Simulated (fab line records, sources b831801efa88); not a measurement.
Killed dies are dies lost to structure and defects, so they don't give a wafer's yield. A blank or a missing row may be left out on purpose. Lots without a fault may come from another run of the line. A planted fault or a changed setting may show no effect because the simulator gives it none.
Which tool did it? | flow sfq_line | 13 lots, 39 wafers sampled, at 6 steps of a route of 325

WHAT THE GAUGES READ, wafer by wafer
The record holds no reading of a measuring or inspecting step that can be judged against a usual standard deviation.

WHICH TOOL RAN EACH LOT (tool, then ch and the chambers of the sampled wafers, then the start)
lot  | SFQ_TRILAYER_I0_CMP_CMP_028   | SFQ_TRILAYER_I0_METRO_MEASURE_029 | SFQ_TRILAYER_I0_VIA_ETCH_VIA_ETCH_034 | SFQ_TRILAYER_I0_VIA_STRIP_STRIP_035 | SFQ_TRILAYER_I1_DEP_PECVD_045   | SFQ_TRILAYER_I2_METRO_MEASURE_065
L411 | cmp-02 ch 0,1,2, day 8 10:56  | film_metro-03, day 8 13:03        | rie_diel-01 ch 0,2,3, day 12 13:55    | rie_metal-02 ch 0,1, day 12 14:01   | pecvd-03 ch 0,1, day 17 21:41   | film_metro-01, day 31 08:55
L412 | cmp-01 ch 0,1,3, day 8 13:32  | film_metro-03, day 8 16:39        | rie_diel-04 ch 0,2,3, day 12 20:04    | rie_metal-01 ch 0,1, day 12 20:11   | pecvd-02 ch 0,2, day 18 05:39   | film_metro-03, day 31 18:31
L413 | cmp-02 ch 1,3, day 8 15:14    | film_metro-01, day 8 18:03        | rie_diel-01 ch 0,2,3, day 12 21:07    | rie_metal-04 ch 1, day 12 21:25     | pecvd-01 ch 0,2, day 18 07:16   | film_metro-04, day 31 19:55
L421 | cmp-02 ch 0,1,3, day 15 04:04 | film_metro-01, day 15 07:35       | rie_diel-01 ch 0,2,3, day 15 11:24    | rie_metal-02 ch 0,1, day 15 11:43   | pecvd-01 ch 0,2, day 22 00:37   | film_metro-01, day 35 11:58
L422 | cmp-01 ch 2,3, day 15 10:39   | film_metro-01, day 15 13:46       | rie_diel-01 ch 1,2,3, day 15 17:51    | rie_metal-02 ch 0,1, day 15 17:58   | pecvd-01 ch 1,2, day 22 07:49   | film_metro-04, day 35 14:34
L424 | cmp-01 ch 0,3, day 16 01:28   | film_metro-03, day 16 04:59       | rie_diel-02 ch 0,1, day 16 10:00      | rie_metal-02 ch 0,1, day 16 10:19   | pecvd-03 ch 1,2, day 22 23:25   | film_metro-03, day 36 00:44
L425 | cmp-01 ch 0,1,2, day 16 11:41 | film_metro-03, day 16 13:49       | rie_diel-04 ch 1,2,3, day 16 17:20    | rie_metal-04 ch 0,1, day 16 17:27   | pecvd-01 ch 0,1, day 23 10:40   | film_metro-01, day 36 07:12
L426 | cmp-01 ch 0,2,3, day 16 20:05 | film_metro-01, day 16 22:13       | rie_diel-04 ch 1,2, day 17 04:58      | rie_metal-01 ch 1, day 17 05:04     | pecvd-02 ch 0,1,2, day 24 00:19 | film_metro-04, day 37 03:10
L430 | cmp-01 ch 1,2, day 18 00:46   | film_metro-03, day 18 03:53       | rie_diel-04 ch 0,1,2, day 24 19:52    | rie_metal-01 ch 1, day 24 19:59     | pecvd-01 ch 0,2, day 31 10:42   | film_metro-04, day 38 11:20
L431 | cmp-02 ch 0,1,3, day 18 23:03 | film_metro-04, day 19 02:22       | rie_diel-01 ch 0,1,2, day 25 18:40    | rie_metal-01 ch 0,1, day 25 18:47   | pecvd-02 ch 1,2, day 32 05:44   | film_metro-03, day 38 23:56
L432 | cmp-02 ch 0,1,3, day 19 03:44 | film_metro-03, day 19 06:21       | rie_diel-04 ch 1,2,3, day 26 00:38    | rie_metal-01 ch 0,1, day 26 00:45   | pecvd-02 ch 0,1, day 32 12:27   | film_metro-04, day 39 02:11
L433 | cmp-02 ch 0,1,2, day 19 11:10 | film_metro-04, day 19 13:17       | rie_diel-01 ch 0,2,3, day 26 06:38    | rie_metal-04 ch 0,1, day 26 06:45   | pecvd-02 ch 0,1, day 32 16:03   | film_metro-03, day 39 06:56
L434 | cmp-01 ch 0,1,3, day 19 15:34 | film_metro-03, day 19 17:23       | rie_diel-04 ch 0,1, day 26 12:38      | rie_metal-02 ch 0,1, day 26 12:45   | pecvd-03 ch 1,2, day 32 20:51   | film_metro-03, day 39 14:31
- SFQ_TRILAYER_I0_CMP_CMP_028: polishes SiO2.
- SFQ_TRILAYER_I0_METRO_MEASURE_029
- SFQ_TRILAYER_I0_VIA_ETCH_VIA_ETCH_034: etches SiO2 in CHF3, stops on Nb, target depth 260 nm.
- SFQ_TRILAYER_I0_VIA_STRIP_STRIP_035: strips in O2.
- SFQ_TRILAYER_I1_DEP_PECVD_045: deposits SiO2 from SiH4/N2O, time 111.11 s, target thk 500 nm.
- SFQ_TRILAYER_I2_METRO_MEASURE_065

WHAT THE TOOLS THEMSELVES READ (means of the sampled wafers that have a number; where no wafer has one, the mark that the record gives instead)
SFQ_TRILAYER_I0_CMP_CMP_028. Usual: motor_current_A 10.0 A, standard deviation 1.4; platen_rpm 60.00 rpm, standard deviation 0.04; time_to_endpoint_s 218 s, standard deviation 8.
lot  | tool   | motor_current_A (A) | platen_rpm (rpm) | time_to_endpoint_s (s) | flag
L411 | cmp-02 | 10.3                | 59.94            | 218                    |
L412 | cmp-01 | 10.4                | 59.98            | 223                    |
L413 | cmp-02 | 10.5                | 60.00            | 210                    |
L421 | cmp-02 | 10.1                | 59.98            | 226                    |
L422 | cmp-01 | 9.8                 | 60.01            | 209                    |
L424 | cmp-01 | 9.9                 | 60.02            | 232                    |
L425 | cmp-01 | 8.8                 | 59.97            | 226                    |
L426 | cmp-01 | 9.8                 | 59.97            | 220                    |
L430 | cmp-01 | 8.6                 | 60.01            | 214                    |
L431 | cmp-02 | 9.9                 | 60.03            | 211                    |
L432 | cmp-02 | 10.1                | 60.01            | 213                    |
L433 | cmp-02 | 10.3                | 60.01            | 222                    |
L434 | cmp-01 | 10.5                | 59.99            | 222                    |

SFQ_TRILAYER_I0_METRO_MEASURE_029. Usual: thk_nm 200.8 nm, standard deviation 0.99.
lot  | tool          | thk_nm (nm) | flag
L411 | film_metro-03 | 200.4       |
L412 | film_metro-03 | 199.9       |
L413 | film_metro-01 | 201.8       |
L421 | film_metro-01 | 183.7       | OFF
L422 | film_metro-01 | 200.4       |
L424 | film_metro-03 | 200.6       |
L425 | film_metro-03 | 200.6       |
L426 | film_metro-01 | 202.2       |
L430 | film_metro-03 | 200.2       |
L431 | film_metro-04 | 200.9       |
L432 | film_metro-03 | 201.4       |
L433 | film_metro-04 | 201.1       |
L434 | film_metro-03 | 202.0       |

SFQ_TRILAYER_I0_VIA_ETCH_VIA_ETCH_034. Usual: drypump_motor_current_A 5.6 A, standard deviation 0.32; oes_product_au 0.857 a.u., standard deviation 0.0053.
lot  | tool        | drypump_motor_current_A (A) | oes_product_au (a.u.) | flag
L411 | rie_diel-01 | 5.7                         | 0.858                 |
L412 | rie_diel-04 | 5.4                         | 0.852                 |
L413 | rie_diel-01 | 5.7                         | 0.861                 |
L421 | rie_diel-01 | 5.7                         | 0.816                 | OFF
L422 | rie_diel-01 | 5.7                         | 0.858                 |
L424 | rie_diel-02 | 5.4                         | 0.858                 |
L425 | rie_diel-04 | 5.7                         | 0.858                 |
L426 | rie_diel-04 | 5.7                         | 0.860                 |
L430 | rie_diel-04 | 5.6                         | 0.857                 |
L431 | rie_diel-01 | 5.9                         | 0.855                 |
L432 | rie_diel-04 | 5.7                         | 0.860                 |
L433 | rie_diel-01 | 5.7                         | 0.856                 |
L434 | rie_diel-04 | 5.6                         | 0.860                 |

SFQ_TRILAYER_I0_VIA_STRIP_STRIP_035. Usual: drypump_motor_current_A 5.8 A, standard deviation 0.34; oes_product_au 0.997 a.u., standard deviation 0.012.
lot  | tool         | drypump_motor_current_A (A) | oes_product_au (a.u.) | flag
L411 | rie_metal-02 | 5.7                         | 0.991                 |
L412 | rie_metal-01 | 6.2                         | 0.996                 |
L413 | rie_metal-04 | 5.8                         | 1.001                 |
L421 | rie_metal-02 | 5.7                         | 0.992                 |
L422 | rie_metal-02 | 5.6                         | 0.989                 |
L424 | rie_metal-02 | 5.7                         | 0.993                 |
L425 | rie_metal-04 | 5.3                         | 1.002                 |
L426 | rie_metal-01 | 6.3                         | 0.994                 |
L430 | rie_metal-01 | 6.3                         | 1.000                 |
L431 | rie_metal-01 | 6.2                         | 1.005                 |
L432 | rie_metal-01 | 6.2                         | 1.014                 |
L433 | rie_metal-04 | 5.3                         | 1.013                 |
L434 | rie_metal-02 | 5.7                         | 0.982                 |

SFQ_TRILAYER_I1_DEP_PECVD_045. Usual: chamber_pressure_Torr 2.399 Torr, standard deviation 0.0053; heater_power_w 90 W, standard deviation 16; throttle_valve_pct 26.0 %, standard deviation 1.3.
lot  | tool     | chamber_pressure_Torr (Torr) | heater_power_w (W) | throttle_valve_pct (%) | flag
L411 | pecvd-03 | 2.398                        | 110                | 25.9                   |
L412 | pecvd-02 | 2.404                        | 91                 | 26.4                   |
L413 | pecvd-01 | 2.402                        | 72                 | 25.7                   |
L421 | pecvd-01 | 2.396                        | 76                 | 26.1                   |
L422 | pecvd-01 | 2.396                        | 78                 | 26.1                   |
L424 | pecvd-03 | 2.398                        | 116                | 26.9                   |
L425 | pecvd-01 | 2.398                        | 84                 | 24.8                   |
L426 | pecvd-02 | 2.404                        | 91                 | 26.1                   |
L430 | pecvd-01 | 2.398                        | 73                 | 27.7                   |
L431 | pecvd-02 | 2.398                        | 90                 | 25.6                   |
L432 | pecvd-02 | 2.395                        | 86                 | 25.7                   |
L433 | pecvd-02 | 2.393                        | 84                 | 25.8                   |
L434 | pecvd-03 | 2.395                        | 125                | 23.9                   |

SFQ_TRILAYER_I2_METRO_MEASURE_065. Usual: thk_nm 200.7 nm, standard deviation 0.93.
lot  | tool          | thk_nm (nm) | flag
L411 | film_metro-01 | 200.4       |
L412 | film_metro-03 | 200.0       |
L413 | film_metro-04 | 201.2       |
L421 | film_metro-01 | 200.0       |
L422 | film_metro-04 | 199.9       |
L424 | film_metro-03 | 200.7       |
L425 | film_metro-01 | 202.2       |
L426 | film_metro-04 | 200.6       |
L430 | film_metro-04 | 201.1       |
L431 | film_metro-03 | 200.7       |
L432 | film_metro-04 | 201.5       |
L433 | film_metro-03 | 200.5       |
L434 | film_metro-03 | 201.6       |

THE ANSWER, worked out from the rows above alone
Rule: a lot is off if the mean of its wafers that have a number lies more than 3 standard deviations from the usual mean. A lot without any number at a reading at which 4 lots or more have one is off too. The other lots that the step has rows for count as sound. The gauges are gone through in route order, then the tools' own readings, and for those a lot's mean is taken as printed above. The first step at which some lot is off is used, and at that step the reading that is off furthest; a lot without a number counts as furthest.
Off: L421, at SFQ_TRILAYER_I0_METRO_MEASURE_029 (thk_nm).
A tool fits if, at that step or a process step before it, it ran every lot that is off, and no sound lot after the first of them. None of those tried fits.

WHAT THE SIMULATOR HAD PUT IN
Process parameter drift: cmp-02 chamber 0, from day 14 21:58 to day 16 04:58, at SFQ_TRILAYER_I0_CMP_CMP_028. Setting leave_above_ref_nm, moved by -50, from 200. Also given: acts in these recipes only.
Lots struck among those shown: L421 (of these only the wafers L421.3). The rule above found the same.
